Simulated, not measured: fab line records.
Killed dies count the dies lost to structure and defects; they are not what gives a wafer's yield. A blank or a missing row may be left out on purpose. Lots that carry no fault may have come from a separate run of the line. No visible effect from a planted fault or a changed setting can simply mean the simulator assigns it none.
Problem report, 8D (eight disciplines) form, completed by code + flow sky130 + the parts of the form that need people (team, actions taken, sign-off) are left out

1. THE PROBLEM
Wafers without a fault read 3.51 s, standard deviation 0.056; strip_time_to_endpoint_s at SKY_LI_CONTACT_STRIP_16 reads a mean of 3.85 s on 2 wafers belonging to 2 lots. Measured from the usual mean, that is +6.2 standard deviations.
The step: strips in O2/N2.
The first sign was on wafer L195.6 at day 31 14:16, on plasma_asher-02. The record holds 38 wafers of 14 lots with a number at this step. By rule, "out" or "out of limits" means more than 4 standard deviations away from the usual mean. Any other wafer with a number is counted as sound.

2. WHAT IT IS, WHAT IT ISN'T
| question                    | is                               | is not                                                                                                                          |
|-----------------------------|----------------------------------|---------------------------------------------------------------------------------------------------------------------------------|
| which readings at this step | strip_time_to_endpoint_s         | drypump_motor_current_A                                                                                                         |
| which lots                  | L194, L195                       | L188, L196, L198, L201, L203, L204, L205, L206, L207, L208, L209, L210                                                          |
| which wafers of those lots  | all that have a number           | -                                                                                                                               |
| read on which tools         | plasma_asher-01, plasma_asher-02 | plasma_asher-03                                                                                                                 |
| when                        | from day 31 14:16                | up to then (3 sound wafers); but 33 sound wafers of L196, L198, L201, L203, L204, L205, L206, L207, L208, L209, L210 came after |

3. SUSPECTS, AND WHAT RULES EACH OUT
Counting: a tool at any process step up to the reading remains a suspect when it ran all the lots that are out and ran no sound lot after the first of those.
- rie_diel-04 at SKY_LI_CONTACT_ETCH_14 (etches BARC in N2/H2, stops on SiO2, time 45.9 s, target depth 60 nm): ruled out as a lasting fault. Following L195 (day 31 14:05), the first lot on it that is out, the sound lots L203, L204, L207, L210 were run on it.
- rie_diel-04 at SKY_LI_CONTACT_ETCH_15 (etches PSG in C4F8/O2/Ar, stops on Si, target depth 600 nm): ruled out as a lasting fault. Following L195 (day 31 14:09), the first lot on it that is out, the sound lots L203, L204, L207, L210 were run on it.
Left after counting: nothing in the record.

4. THE CAUSE (what the simulator had put in)
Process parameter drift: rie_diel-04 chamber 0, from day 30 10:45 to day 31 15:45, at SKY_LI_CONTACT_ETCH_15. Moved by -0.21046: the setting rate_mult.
Counting ruled it out, wrongly: the rule takes a fault to strike every lot that its tool runs from its start on, and this one did not.

5. THE EFFECT CHAIN, in route order
Each row: a reading whose mean over the struck wafers that have a number lies more than 3 standard deviations from the usual. Only readings whose record carries a usual standard deviation are examined. hours: median over the lots of the time between each lot's start at the first step of this table that gives one and its start at this step. sigmas: the change, counted in usual standard deviations.
| hours | step                    | reading                  | usual  | on struck wafers | change | sigmas |
|-------|-------------------------|--------------------------|--------|------------------|--------|--------|
| 0     | SKY_LI_CONTACT_STRIP_16 | strip_time_to_endpoint_s | 3.51 s | 3.85             | +0.35  | +6.2   |
Process steps it contains:
- SKY_LI_CONTACT_STRIP_16: strips in O2/N2.

6. WHAT WOULD HAVE CAUGHT IT SOONER
The fault began at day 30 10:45; the first out-of-limits reading in this record came at day 31 14:16, 28 hours later.
Tool readings at SKY_LI_CONTACT_ETCH_15 with a usual standard deviation given in the record: none out on any struck wafer, hence no alarm at a limit of 4 standard deviations on them.
